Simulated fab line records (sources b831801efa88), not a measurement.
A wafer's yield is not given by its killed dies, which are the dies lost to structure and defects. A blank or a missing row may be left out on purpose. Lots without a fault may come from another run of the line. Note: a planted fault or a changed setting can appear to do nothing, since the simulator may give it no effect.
A sampling plan put to the test | flow gf180mcu | one fab line, 13 faults that these records tell of, each judged on the records of the lots that it struck
What counts as the plan is the set of the line's own looks, namely the steps on the route at which a gauge or an inspection reads a wafer and does not change it. Where struck wafers have a number at a look and the file lists that look's usual mean and standard deviation on fault-free wafers, the look can be judged. Caught: 4 or more of those standard deviations (sigma) separate the usual mean from the mean of the struck wafers at a look after the fault's first step. On the tool: the identical test, applied to the tool's own readings at the steps of the fault. If the struck wafers alone have a blank record, or they carry another recipe, that too counts as caught.

## THE FAULTS, as the simulator had put them in
1. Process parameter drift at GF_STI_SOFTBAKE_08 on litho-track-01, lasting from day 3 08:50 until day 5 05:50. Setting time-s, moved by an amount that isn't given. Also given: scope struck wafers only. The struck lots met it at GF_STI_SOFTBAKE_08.
2. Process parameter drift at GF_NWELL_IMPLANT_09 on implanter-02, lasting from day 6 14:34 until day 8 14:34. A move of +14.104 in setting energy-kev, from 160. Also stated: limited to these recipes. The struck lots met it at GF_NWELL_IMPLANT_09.
3. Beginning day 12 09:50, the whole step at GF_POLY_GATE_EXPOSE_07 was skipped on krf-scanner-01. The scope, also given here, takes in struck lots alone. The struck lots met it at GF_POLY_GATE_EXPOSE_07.
4. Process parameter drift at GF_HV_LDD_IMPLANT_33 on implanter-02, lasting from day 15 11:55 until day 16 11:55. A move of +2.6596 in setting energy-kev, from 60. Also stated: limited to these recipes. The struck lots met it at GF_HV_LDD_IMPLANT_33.
5. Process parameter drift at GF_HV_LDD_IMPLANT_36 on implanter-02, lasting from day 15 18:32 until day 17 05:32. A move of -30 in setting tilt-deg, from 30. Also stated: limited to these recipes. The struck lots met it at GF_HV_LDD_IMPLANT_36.
6. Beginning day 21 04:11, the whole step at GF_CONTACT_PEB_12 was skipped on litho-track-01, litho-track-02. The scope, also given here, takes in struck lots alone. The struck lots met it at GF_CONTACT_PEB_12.
7. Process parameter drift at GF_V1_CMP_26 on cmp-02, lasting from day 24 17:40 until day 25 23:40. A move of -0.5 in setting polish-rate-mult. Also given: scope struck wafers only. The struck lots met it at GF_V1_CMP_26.
8. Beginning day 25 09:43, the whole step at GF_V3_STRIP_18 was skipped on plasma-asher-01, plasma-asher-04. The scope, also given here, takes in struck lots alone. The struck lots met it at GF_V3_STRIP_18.
9. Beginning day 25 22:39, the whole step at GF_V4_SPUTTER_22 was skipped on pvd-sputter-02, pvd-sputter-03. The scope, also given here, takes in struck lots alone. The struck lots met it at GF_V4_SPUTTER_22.
10. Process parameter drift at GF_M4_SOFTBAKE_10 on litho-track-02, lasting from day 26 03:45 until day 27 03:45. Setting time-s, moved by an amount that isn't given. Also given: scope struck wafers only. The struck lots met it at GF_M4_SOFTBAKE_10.
11. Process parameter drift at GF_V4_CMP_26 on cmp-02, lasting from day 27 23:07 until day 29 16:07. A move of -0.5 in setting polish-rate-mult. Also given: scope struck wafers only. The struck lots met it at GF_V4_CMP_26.
12. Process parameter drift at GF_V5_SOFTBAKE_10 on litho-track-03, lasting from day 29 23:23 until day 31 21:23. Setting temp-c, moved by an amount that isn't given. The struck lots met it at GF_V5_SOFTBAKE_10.
13. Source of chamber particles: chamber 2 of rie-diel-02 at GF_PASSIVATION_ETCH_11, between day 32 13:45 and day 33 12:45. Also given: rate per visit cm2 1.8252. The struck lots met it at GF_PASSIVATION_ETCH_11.

## WHAT THE PLAN SAW
fault | on the tool itself                               | first look that catches it                   | reading, sigma | median hours from its first step to that look | hours from the fault's start to the first struck lot there | judged looks passed uncaught
1     | run-length-s +48 sigma                           | not the one look that can be judged after it | -              | -                                             | -                                                          | 1
2     | beam-energy-keV +99 or beyond sigma              | not the one look that can be judged after it | -              | -                                             | -                                                          | 1
3     | no reading that can be judged                    | no look after it can be judged               | -              | -                                             | -                                                          | 0
4     | beam-energy-keV +99 or beyond sigma              | no look after it can be judged               | -              | -                                             | -                                                          | 0
5     | tilt-deg -99 or beyond sigma                     | GF_HV_LDD_RS_MEAS_53                         | HV_LDD_RS -48  | 23.2                                          | 25                                                         | 1
6     | the tool's record is blank for the struck wafers | no look after it can be judged               | -              | -                                             | -                                                          | 0
7     | overpolish-run-s -99 or beyond sigma             | no look after it can be judged               | -              | -                                             | -                                                          | 0
8     | the tool's record is blank for the struck wafers | no look after it can be judged               | -              | -                                             | -                                                          | 0
9     | the tool's record is blank for the struck wafers | no look after it can be judged               | -              | -                                             | -                                                          | 0
10    | heater-power-total-W +58 sigma                   | no look after it can be judged               | -              | -                                             | -                                                          | 0
11    | overpolish-run-s -99 or beyond sigma             | no look after it can be judged               | -              | -                                             | -                                                          | 0
12    | heater-power-total-W +99 or beyond sigma         | GF_V5_CD_MEAS_14                             | cd-nm +37      | 9.0                                           | 18                                                         | 0
13    | under 2 sigma                                    | no look after it can be judged               | -              | -                                             | -                                                          | 0
A dash: the fault is not caught, or the number is missing from these records.

Caught at a look: 2 of 13. Caught on the tool: 11 of 13. By one or the other: 11 of 13.
Caught on the tool alone: faults 1, 2, 4, 6, 7, 8, 9, 10, 11.
Caught by neither: faults 3, 13.

## THINNER SAMPLING
If the look that catches a fault measured only every second or every third lot, by lot number, the first struck lot would be measured this late in the worst case:
fault | struck lots at that look, in order of time | every lot | every second lot | every third lot
5     | L279, L283                                 | 25 h      | may miss all 2   | may miss all 2
12    | L970, L974                                 | 18 h      | may miss all 2   | may miss all 2
Hours are from the fault's start to the first struck lot that is measured. Since the struck wafers were tested as one group against 4 sigma, a single lot by itself may lie under the limit. Other struck lots may not be in these records.

## THE LONGEST TIMED WAY FROM STEP TO LOOK
Fault 5: a median of 23.2 hours passes between GF_HV_LDD_IMPLANT_36 and GF_HV_LDD_RS_MEAS_53. The look between them that can be judged stayed within 4 sigma: GF_HV_LDD_TW_MEAS_38.
